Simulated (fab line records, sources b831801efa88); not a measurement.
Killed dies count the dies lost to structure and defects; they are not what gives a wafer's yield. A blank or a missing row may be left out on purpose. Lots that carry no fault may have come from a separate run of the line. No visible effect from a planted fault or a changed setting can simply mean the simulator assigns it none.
Chamber matching + flow sky130 + 4 sister chambers for SKY_VIA2_CMP_02 on cmp-01
The step polishes SiO2. 33 wafers are shown with their chamber, then 12 later ones without.

== WAFERS, EACH WITH ITS CHAMBER ==
| wafer  | chamber | motor current A (A) |
|--------|---------|---------------------|
| L074.1 | 2       | 12.7                |
| L074.4 | 0       | 13.4                |
| L074.6 | 3       | 12.1                |
| L075.4 | 0       | 13.5                |
| L075.5 | 1       | 15.0                |
| L075.6 | 2       | 11.9                |
| L080.1 | 3       | 12.5                |
| L080.4 | 0       | 13.4                |
| L080.5 | 3       | 12.2                |
| L082.1 | 3       | 12.5                |
| L082.2 | 0       | 12.6                |
| L082.4 | 1       | 14.4                |
| L083.2 | 1       | 14.8                |
| L083.3 | 2       | 12.8                |
| L083.6 | 3       | 12.3                |
| L085.1 | 2       | 12.7                |
| L085.4 | 1       | 13.8                |
| L085.5 | 2       | 12.7                |
| L086.1 | 2       | 12.6                |
| L086.4 | 3       | 13.1                |
| L086.5 | 0       | 14.2                |
| L087.1 | 2       | 12.8                |
| L087.2 | 3       | 12.8                |
| L087.5 | 0       | 13.5                |
| L089.1 | 0       | 13.8                |
| L089.2 | 2       | 12.3                |
| L089.5 | 0       | 13.6                |
| L092.2 | 0       | 13.4                |
| L092.4 | 3       | 12.3                |
| L092.5 | 3       | 12.3                |
| L091.1 | 2       | 13.0                |
| L091.3 | 1       | 14.8                |
| L091.5 | 3       | 12.9                |

SIGNATURES, as means of the wafers listed above
| reading         | chamber 0 | chamber 1 | chamber 2 | chamber 3 | scatter within a chamber |
|-----------------|-----------|-----------|-----------|-----------|--------------------------|
| motor current A | 13.489    | 14.560    | 12.611    | 12.500    | 0.379                    |
Rule: a wafer's distance from a chamber is the root of the sum, over the readings, of the square of ((its reading less the chamber's mean) divided by the reading's scatter). If the next closest chamber is less than 2 further off than the closest, the wafer can't be placed; otherwise it belongs to the closest. The scatter: take each reading less its chamber's mean, square it, sum over the shown wafers, divide by the number of wafers less the number of chambers, and take the root.

== WAFERS WHOSE CHAMBER IS MISSING ==
| wafer  | motor current A (A) |
|--------|---------------------|
| L093.1 | 12.5                |
| L093.4 | 12.7                |
| L093.5 | 13.8                |
| L094.1 | 12.4                |
| L094.4 | 12.1                |
| L094.5 | 13.2                |
| L095.1 | 14.0                |
| L095.2 | 12.4                |
| L095.4 | 12.2                |
| L097.2 | 13.0                |
| L097.4 | 12.1                |
| L097.5 | 14.6                |

== THE CHAMBER EACH PASSED THROUGH ==
| wafer  | from the rows above          | in truth |
|--------|------------------------------|----------|
| L093.1 | can't be placed: 3 or 2      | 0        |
| L093.4 | can't be placed: 2 or 3 or 0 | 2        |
| L093.5 | can't be placed: 0 or 1      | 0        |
| L094.1 | can't be placed: 3 or 2      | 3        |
| L094.4 | can't be placed: 3 or 2      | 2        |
| L094.5 | can't be placed: 0 or 2 or 3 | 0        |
| L095.1 | can't be placed: 0 or 1      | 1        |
| L095.2 | can't be placed: 3 or 2      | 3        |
| L095.4 | can't be placed: 3 or 2      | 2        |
| L097.2 | can't be placed: 2 or 0 or 3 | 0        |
| L097.4 | can't be placed: 3 or 2      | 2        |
| L097.5 | 1                            | 1        |
Placed correctly: 1 of 12. Can't be placed from these rows: 11 (the true chamber is among the candidates in 10). Wrongly placed: 0.
